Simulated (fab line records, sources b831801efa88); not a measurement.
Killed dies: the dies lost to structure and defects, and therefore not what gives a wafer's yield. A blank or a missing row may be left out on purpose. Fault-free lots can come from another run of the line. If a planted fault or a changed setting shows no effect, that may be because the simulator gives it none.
Struck lot and sound lot, side by side    flow sfq_line    32 out of 325 route steps
Sound: these wafers, L237.1, L237.2, L237.5. Wafers struck: L252.1, L252.3, L252.5. The cause is named last.
Per side, at each step with rows, come the tool, then ch with its chambers, and then its first start. Under that, the readings that differ: sound wafers    struck wafers    difference of the means    sigmas: that difference in standard deviations of wafers without a fault.
alike: readings with means less than 2 such deviations apart, plus words and numbers identical on both sides. not compared: withheld readings, readings lacking a value on some wafer, bounds such as >300 that could conceal the same value, and numbers that have no deviation in the record and whose values overlap.
A row with sigmas, a row that says differs or no value, or rows on one side alone: a step with any of these is where the two part. Numbers that don't overlap but have no deviation are shown without sigmas and don't part them. Lack of a reading on every wafer of one side parts them only where that side has two or more wafers.

SFQ_L0_RS_MEAS_901: uses a four-point probe to measure.
  struck on film_metro-03, day 5 16:34; sound on film_metro-03, day 2 13:34
reading                 sound           struck          difference  sigmas
L0_MONX_KI_RS (ohm/sq)  42.6 43.0 42.5  44.0 44.2 43.9  +1.3        +3
SFQ_L0_THK_MEAS_902: measures by xrf.
  struck on film_metro-03, day 5 16:41; sound on film_metro-03, day 2 13:41
reading              sound           struck          difference  sigmas
L0_MONX_KI_THK (nm)  40.6 40.2 40.9  39.1 39.2 39.2  -1.4        -3
then, 6 steps without rows for these wafers: SFQ_TRILAYER_L0_LITHO_COAT_010 (resist thk 62 nm); SFQ_TRILAYER_L0_LITHO_COAT_005 (resist thk 600 nm); SFQ_TRILAYER_L0_LITHO_SOFTBAKE_009; SFQ_TRILAYER_L0_LITHO_EXPOSE_006 (exposes mask L0, target cd 2000 nm); SFQ_TRILAYER_L0_LITHO_PEB_008 (peb time 60 s); SFQ_TRILAYER_L0_LITHO_DEVELOP_007 (time 60 s).
-- the record jumps here: 4 days lie between the struck wafers' starts before and after --
SFQ_TRILAYER_L0_BARC_OPEN_METAL_ETCH_010: etches BARC in O2, target depth 125 nm, time 40.12 s.
  sound on rie_metal-02 ch 0,1, day 6 00:26; struck on rie_metal-04 ch 0,1, day 9 16:35
  alike: drypump_motor_current_A, oes_product_au
  not compared: rf_hours_counter_h
SFQ_TRILAYER_L0_ETCH_METAL_ETCH_008: etches MoNx KI in SF6/O2, stops on SiO2, target depth 50 nm, time 25 s.
  sound on rie_metal-02 ch 0,1, day 6 00:30; struck on rie_metal-04 ch 0,1, day 9 16:39
  alike: drypump_motor_current_A, oes_product_au
  not compared: rf_hours_counter_h
SFQ_TRILAYER_L0_STRIP_STRIP_009: strips in O2.
  sound on rie_metal-02 ch 0,1, day 6 00:33; struck on rie_metal-04 ch 0,1, day 9 16:41
reading                sound              struck             difference  sigmas
oes_product_au (a.u.)  0.997 0.991 1.000  1.005 1.021 1.022  +0.020      +2
  alike: drypump_motor_current_A
  not compared: rf_hours_counter_h
then, 1 step without rows for these wafers: SFQ_TRILAYER_L0_STRIP_SOLV_CLEAN_010 (cleans in NMP, time 600 s).
SFQ_TRILAYER_L0_CAP_PECVD_011: deposits SiO2 from SiH4/N2O, time 13.333 s, target thk 60 nm.
  sound on pecvd-01 ch 1,2, day 6 01:20; struck on pecvd-01 ch 1,2, day 9 17:38
  no value came back on the struck wafers for chamber_pressure_Torr (Torr), heater_power_outer_w (W), heater_power_w (W), throttle_valve_pct (%); on the sound wafers chamber_pressure_Torr (Torr) reads 2.402 2.397 2.407
then, 6 steps without rows for these wafers: SFQ_TRILAYER_L0_VIA_LITHO_COAT_018 (resist thk 62 nm); SFQ_TRILAYER_L0_VIA_LITHO_COAT_013 (resist thk 650 nm); SFQ_TRILAYER_L0_VIA_LITHO_SOFTBAKE_017; SFQ_TRILAYER_L0_VIA_LITHO_EXPOSE_014 (exposes mask L0V, target cd 700 nm); SFQ_TRILAYER_L0_VIA_LITHO_PEB_016 (peb time 60 s); SFQ_TRILAYER_L0_VIA_LITHO_DEVELOP_015 (time 60 s).
-- the record jumps here: 5 days lie between the struck wafers' starts before and after --
SFQ_L0V_OVL_MEAS_903:
  struck on overlay-02, day 14 18:17; sound on overlay-02, day 10 05:55
  alike: L0V_OVL
SFQ_TRILAYER_L0_VIA_BARC_OPEN_VIA_ETCH_021: etches BARC in O2, target depth 125 nm, time 41.7 s.
  sound on rie_diel-03 ch 2,3, day 10 05:57; struck on rie_diel-01 ch 0,1,3, day 14 18:19
  alike: drypump_motor_current_A, oes_product_au
  not compared: rf_hours_counter_h
SFQ_TRILAYER_L0_VIA_ETCH_VIA_ETCH_016: etches SiO2 in CHF3, stops on MoNx KI, target depth 80 nm.
  sound on rie_diel-03 ch 2,3, day 10 05:59; struck on rie_diel-01 ch 0,1,3, day 14 18:22
reading                   sound              struck             difference  sigmas
oes_product_au (a.u.)     0.839 0.834 0.842  0.367 0.368 0.374  -0.469      -58
model.etch.depth_nm (nm)  59.58 58.63 59.4   0 0 0              -59         
  alike: drypump_motor_current_A
then, 3 steps without rows for these wafers: SFQ_TRILAYER_L0_VIA_STRIP_STRIP_017 (strips in O2); SFQ_TRILAYER_L0_VIA_STRIP_SOLV_CLEAN_018 (cleans in NMP, time 600 s); SFQ_TRILAYER_M0_DEP_PRE_CLEAN_020 (time 15 s).
SFQ_TRILAYER_M0_DEP_SPUTTER_019: material Nb, target thk 200 nm, time 133.3 s.
  struck on pvd_sputter-03, day 14 19:13; sound on pvd_sputter-04, day 10 06:50
  alike: base_pressure_pa, chamber_pressure_pa, throttle_valve_pct
SFQ_M0_RS_MEAS_904: uses a four-point probe to measure.
  struck on film_metro-01, day 14 19:18; sound on film_metro-03, day 10 06:56
  alike: M0_NB_RS
then, 3 steps without rows for these wafers: SFQ_TRILAYER_M0_LITHO_COAT_026 (resist thk 62 nm); SFQ_TRILAYER_M0_LITHO_COAT_021 (resist thk 600 nm); SFQ_TRILAYER_M0_LITHO_SOFTBAKE_025.
-- the record jumps here: 6 days lie between the struck wafers' starts before and after --
SFQ_TRILAYER_M0_LITHO_EXPOSE_022: exposes mask M0, target cd 500 nm.
  struck on krf_scanner-01, day 20 10:09; sound on krf_scanner-02 ch 0, day 14 22:47
  no value came back on the struck wafers for exposure_dose_mJ_cm2, focus_offset_nm (nm), na; on the sound wafers exposure_dose_mJ_cm2 reads 14.387 14.406 14.397
  alike: mask
then, 1 step without rows for these wafers: SFQ_TRILAYER_M0_LITHO_PEB_024 (peb time 60 s).

## WHERE THEY PART
First at SFQ_L0_RS_MEAS_901; last, within this record, at SFQ_TRILAYER_M0_LITHO_EXPOSE_022.

WHY: what had been put in by the simulator
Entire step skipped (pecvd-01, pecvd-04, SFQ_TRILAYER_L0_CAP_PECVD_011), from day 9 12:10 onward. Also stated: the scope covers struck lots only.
